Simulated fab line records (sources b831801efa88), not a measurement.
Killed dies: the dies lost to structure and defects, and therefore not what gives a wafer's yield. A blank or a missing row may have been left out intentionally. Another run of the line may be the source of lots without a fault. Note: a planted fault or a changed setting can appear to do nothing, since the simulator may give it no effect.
Code-filled problem report in 8D (eight disciplines) form | flow sfqLine | the parts of the form that need people (team, actions taken, sign-off) are left out

1. WHAT WENT WRONG
Mean of rfFwdPowerW at SFQ_TRILAYER_M3_ETCH_METAL_ETCH_078: 691.3 W across 4 wafers in 2 lots; on wafers with no fault it is 597.0 W (standard deviation 2.1). Measured from the usual mean, that is +45 standard deviations.
The step: etches Nb in Cl2/Ar, stops on SiO2, target depth 240 nm, time 120 s.
Seen first at day 50 04:10 on rieMetal-04, wafer L829.1. Wafers with a number at this step in the record: 42, from 14 lots. Rule for "out" (also "out of limits"): further than 4 standard deviations from the usual mean. All remaining wafers that have a number are taken as sound.

2. WHAT IT IS, WHAT IT ISN'T
question                    | is                             | is not
which readings at this step | rfFwdPowerW                    | chamberPressureMTorr, drypumpMotorCurrentA, oesProductAu
which lots                  | L829, L833                     | L813, L814, L815, L816, L818, L819, L820, L821, L822, L823, L834, L835
which wafers of those lots  | L829.1, L829.3, L829.6, L833.6 | L833.3, L833.5
read on which tools         | rieMetal-04                    | rieMetal-01, rieMetal-02
when                        | from day 50 04:10              | up to then (30 sound wafers); but 8 sound wafers of L833, L834, L835 came after

3. WHAT RULES OUT EACH SUSPECT
Counting: a tool at a process step up to the reading stays a suspect if it ran every lot that is out. Sound lots after the first of them don't rule it out here, since some wafers of a struck lot are sound.
- rieMetal-04 at SFQ_TRILAYER_M3_ETCH_METAL_ETCH_078 (etches Nb in Cl2/Ar, stops on SiO2, target depth 240 nm, time 120 s): kept. It processed each lot that is out (first: L829, day 50 04:10); up to then, its last sound lot is L822 (day 48 09:42). On those wafers its own readings are out: rfFwdPowerW.
- Within rieMetal-04 at SFQ_TRILAYER_M3_ETCH_METAL_ETCH_078: the wafers that are out ran in chamber 0; their sound lot-mates ran in chamber 1.
Remaining after the count: rieMetal-04 at SFQ_TRILAYER_M3_ETCH_METAL_ETCH_078.

4. THE CAUSE (what the simulator had put in)
rieMetal-04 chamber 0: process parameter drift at SFQ_TRILAYER_M3_ETCH_METAL_ETCH_078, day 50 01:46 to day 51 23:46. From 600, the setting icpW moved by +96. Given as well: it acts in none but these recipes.
This tool alone remained once counting was done.

5. THE CHAIN OF EFFECTS, in route order
One row per reading whose mean, taken over the struck wafers that have a number, lies over 3 standard deviations from the usual. Only readings for which the record gives a usual standard deviation are gone through. hours: the time from each lot's start at the first step in this table that gives one to its start at this step, as a median over the lots. sigmas: the change in usual standard deviations.
hours | step                                | reading     | usual   | on struck wafers | change | sigmas
0     | SFQ_TRILAYER_M3_ETCH_METAL_ETCH_078 | rfFwdPowerW | 597.0 W | 691.3            | +94.3  | +45
Here are the process steps it includes:
- SFQ_TRILAYER_M3_ETCH_METAL_ETCH_078: etches Nb in Cl2/Ar, stops on SiO2, target depth 240 nm, time 120 s.
At these later measuring or inspecting steps, every struck wafer for which the step has a row has a number for every such reading, and none has moved that far: SFQ_M4_RS_MEAS_924.

6. HOW IT WOULD HAVE BEEN CAUGHT EARLIER
In this record no reading fell out of limits until day 50 04:10, 2 hours after the fault had begun at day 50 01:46.
